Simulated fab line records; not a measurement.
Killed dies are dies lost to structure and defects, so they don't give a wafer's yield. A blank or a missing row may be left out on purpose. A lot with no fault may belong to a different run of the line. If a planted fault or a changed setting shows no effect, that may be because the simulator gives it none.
Which tool is to blame? | flow sky130 | 42 wafers from 14 lots sampled at 4 of the route's 708 steps

## WHAT THE GAUGES SHOWED, per wafer
SKY_SONOS_ONO_THK_MEAS_05.
lot  | measured     | on            | SONOS_ONO_CVD_04_THK (nm)
L182 | day 11 22:58 | film_metro-04 | 5.78 5.95 5.95
L185 | day 12 16:49 | film_metro-03 | 5.85 5.76 5.83
L186 | day 13 06:42 | film_metro-01 | 5.75 5.79 5.82
L187 | day 13 06:43 | film_metro-03 | 5.72 5.73 5.77
L188 | day 13 18:21 | film_metro-03 | 5.89 5.79 5.82
L189 | day 13 21:48 | film_metro-01 | 5.77 5.73 5.76
L190 | day 14 06:29 | film_metro-03 | 5.62 5.51 5.56
L191 | day 14 13:04 | film_metro-01 | 5.75 5.75 5.75
L192 | day 14 20:10 | film_metro-03 | 5.81 5.80 5.88
L193 | day 15 01:47 | film_metro-01 | 5.88 5.84 5.92
L196 | day 16 06:49 | film_metro-04 | 5.64 5.71 5.61
L202 | day 18 04:20 | film_metro-03 | 5.67 5.72 5.74
L203 | day 18 20:59 | film_metro-04 | 5.61 5.68 5.57
L205 | day 19 20:24 | film_metro-03 | 5.85 5.97 5.85

SKY_SONOS_ONO_CD_MEAS_13 targets a cd of 410 nm.
lot  | measured     | on        | cd_nm (nm)
L182 | day 12 21:50 | cd_sem-02 | 408.0 409.9 408.1
L185 | day 13 17:17 | cd_sem-01 | 410.1 409.7 408.6
L186 | day 14 08:04 | cd_sem-02 | 411.0 411.8 411.4
L187 | day 14 08:10 | cd_sem-01 | 412.5 412.1 409.8
L188 | day 14 20:23 | cd_sem-02 | 408.7 410.4 411.3
L189 | day 14 22:38 | cd_sem-02 | 410.1 409.0 410.4
L190 | day 15 09:29 | cd_sem-01 | 405.7 409.2 406.3
L191 | day 15 15:16 | cd_sem-02 | 410.6 411.3 409.6
L192 | day 15 23:10 | cd_sem-01 | 412.4 409.9 410.0
L193 | day 16 05:05 | cd_sem-01 | 409.5 408.7 411.6
L196 | day 17 11:50 | cd_sem-01 | 412.7 411.6 412.9
L202 | day 19 11:04 | cd_sem-02 | 405.4 404.6 405.7
L203 | day 20 04:04 | cd_sem-01 | 411.6 411.5 409.5
L205 | day 21 02:31 | cd_sem-01 | 409.8 410.9 413.4

SKY_POLY_GATE_THK_MEAS_04.
lot  | measured     | on            | POLY_GATE_CVD_03_THK (nm)
L182 | day 15 21:21 | film_metro-03 | 74.0 73.5 74.6
L185 | day 16 11:03 | film_metro-01 | 73.3 72.8 73.3
L186 | day 16 23:08 | film_metro-03 | 75.3 75.0 75.1
L187 | day 17 02:43 | film_metro-01 | 76.3 76.3 77.5
L188 | day 17 12:58 | film_metro-03 | 74.0 74.6 74.9
L189 | day 17 17:48 | film_metro-03 | 74.2 74.3 73.7
L190 | day 18 04:25 | film_metro-02 | 75.8 75.8 76.1
L191 | day 18 12:22 | film_metro-01 | 75.5 75.2 74.6
L192 | day 18 18:39 | film_metro-02 | 73.9 74.3 74.0
L193 | day 19 05:09 | film_metro-01 | 75.1 75.4 75.5
L196 | day 20 14:18 | film_metro-03 | 75.5 74.5 75.5
L205 | day 23 22:31 | film_metro-01 | 76.1 76.3 76.5

## EACH LOT AND THE TOOL THAT RAN IT (in order: tool; ch and the chambers of the sampled wafers; start)
lot  | SKY_GATE_OXIDE_WET_ETCH_12
L182 | wet_bench-01 ch 0, day 14 08:34
L185 | wet_bench-01 ch 1, day 15 01:07
L186 | wet_bench-04 ch 0, day 15 14:25
L187 | wet_bench-04 ch 0, day 15 14:46
L188 | wet_bench-04 ch 1, day 16 02:43
L189 | wet_bench-01 ch 3, day 16 04:40
L190 | wet_bench-02 ch 3, day 16 16:07
L191 | wet_bench-01 ch 0, day 16 23:22
L192 | wet_bench-04 ch 1, day 17 05:49
L193 | wet_bench-02 ch 0, day 17 16:49
L196 | wet_bench-01 ch 1, day 18 20:13
L202 | wet_bench-04 ch 0, day 20 20:07
L203 | wet_bench-04 ch 1, day 21 15:00
L205 | wet_bench-01 ch 1, day 22 11:40
- SKY_GATE_OXIDE_WET_ETCH_12: etches SiO2 in dHF, target depth 16.8 nm, time 336 s.

## WHAT THE TOOLS THEMSELVES READ (means of the sampled wafers that have a number; where no wafer has one, the mark that the record gives instead)
SKY_GATE_OXIDE_WET_ETCH_12.
lot  | tool         | bath_heat_duty_pct (%) | run_length_s (s)
L182 | wet_bench-01 | 5.3                    | 362
L185 | wet_bench-01 | 4.8                    | 361
L186 | wet_bench-04 | 5.6                    | 363
L187 | wet_bench-04 | 5.7                    | 363
L188 | wet_bench-04 | 6.6                    | 362
L189 | wet_bench-01 | 7.1                    | 363
L190 | wet_bench-02 | 6.6                    | 368
L191 | wet_bench-01 | 5.4                    | 369
L192 | wet_bench-04 | 5.8                    | 361
L193 | wet_bench-02 | 6.6                    | 362
L196 | wet_bench-01 | 4.7                    | 361
L202 | wet_bench-04 | 6.3                    | 184
L203 | wet_bench-04 | 5.9                    | 182
L205 | wet_bench-01 | 4.8                    | 361

## THE ANSWER, worked out from the rows above alone
Rule: usual is defined by the lots themselves. Put in order of their means at a reading, lots are off if they are a third of the lots or fewer, leave a main group of 4 or more, and stand apart from it by a gap of 3 or more times the standard deviation of the main group's means; of several such gaps the widest counts. The tables above print the reading to a certain number of digits; a main group whose means all agree to those digits is not used. Also off: a lot with no number at a reading for which 4 or more lots have one. Any other lot the step has rows for is counted as sound. First the gauges in route order, then the tools' own readings, where a lot's mean is used as printed above. At the first step where some lot is off, the reading lying furthest off is the one used; lots without a number count as furthest.
Off at SKY_GATE_OXIDE_WET_ETCH_12 (run_length_s): L202, L203. For the main group the mean is 363 s and the standard deviation 2.6.
A tool fits if, at that step or a process step before it, it ran every lot that is off, and no sound lot after the first of them. One fits: SKY_GATE_OXIDE_WET_ETCH_12 on wet_bench-04. A fault onset in the window from L192 (day 17 05:49, its last sound lot) to L202 (day 20 20:07, its first lot off) fits.
On the lots that are off, the tool's own readings at SKY_GATE_OXIDE_WET_ETCH_12 differ by more than 5 times the standard deviation of the sound lots' means, which bears it out; run_length_s reads 183 s there versus 363 s on the sound lots.

## WHAT WAS PUT IN BY THE SIMULATOR
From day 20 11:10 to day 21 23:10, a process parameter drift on wet_bench-04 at SKY_GATE_OXIDE_WET_ETCH_12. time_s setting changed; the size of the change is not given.
Shown lots that were struck: L202, L203. The same result came from the rule above.
